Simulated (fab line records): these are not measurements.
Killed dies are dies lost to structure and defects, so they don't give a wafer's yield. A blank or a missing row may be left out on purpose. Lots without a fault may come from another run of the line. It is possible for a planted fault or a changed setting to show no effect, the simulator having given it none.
Which tool was responsible?    flow sky130    Sampling: 6 lots, 18 wafers, 2 of 708 route steps

WHAT THE GAUGES SHOWED, per wafer
SKY_VT_ADJUST_PCH_OVL_MEAS_07.
lot   measured      on          VT_ADJUST_PCH_OVL (nm)
L460  day 11 04:40  overlay-01  -2.3 -1.5 -2.0
L464  day 12 19:11  overlay-01  -2.0 -1.5 -2.1
L468  day 13 22:07  overlay-01  -2.6 -1.4 -1.3
L472  day 15 03:13  overlay-01  -1.8 -1.0 -2.0
L475  day 15 22:37  overlay-01  -1.5 -1.1 -1.5
L479  day 17 09:01  overlay-01  -2.6 -1.2 -1.1

WHAT TOOL EACH LOT RAN ON (gives the tool, then ch and the chambers of the sampled wafers, and finally the start)
lot   SKY_NWELL_CLEAN_27
L460  wet bench-02 ch 1, day 6 00:24
L464  wet bench-02 ch 3, day 7 06:51
L468  wet bench-02 ch 1, day 8 03:35
L472  wet bench-02 ch 2, day 9 03:00
L475  wet bench-02 ch 1, day 9 19:02
L479  wet bench-01 ch 0, day 10 19:17
- SKY_NWELL_CLEAN_27: cleans in SC1/SC2, time 150 s.

THE ANSWER, worked out from the rows above alone
Rule: usual is defined by the lots themselves. The widest of any qualifying gaps counts: lots, ordered by their means at a reading, are off when they make up no more than a third of the lots, leave a main group of 4 or more, and stand apart from it by 3 or more times the standard deviation of that group's means. A main group is skipped when, at the precision printed for the reading in the tables above, its means are all equal. Also off: a lot with no number at a reading for which 4 or more lots have one. All remaining lots with rows at the step are treated as sound.
None of the lots is off at any reading shown; this tells nothing.

WHAT THE SIMULATOR HAD INSERTED
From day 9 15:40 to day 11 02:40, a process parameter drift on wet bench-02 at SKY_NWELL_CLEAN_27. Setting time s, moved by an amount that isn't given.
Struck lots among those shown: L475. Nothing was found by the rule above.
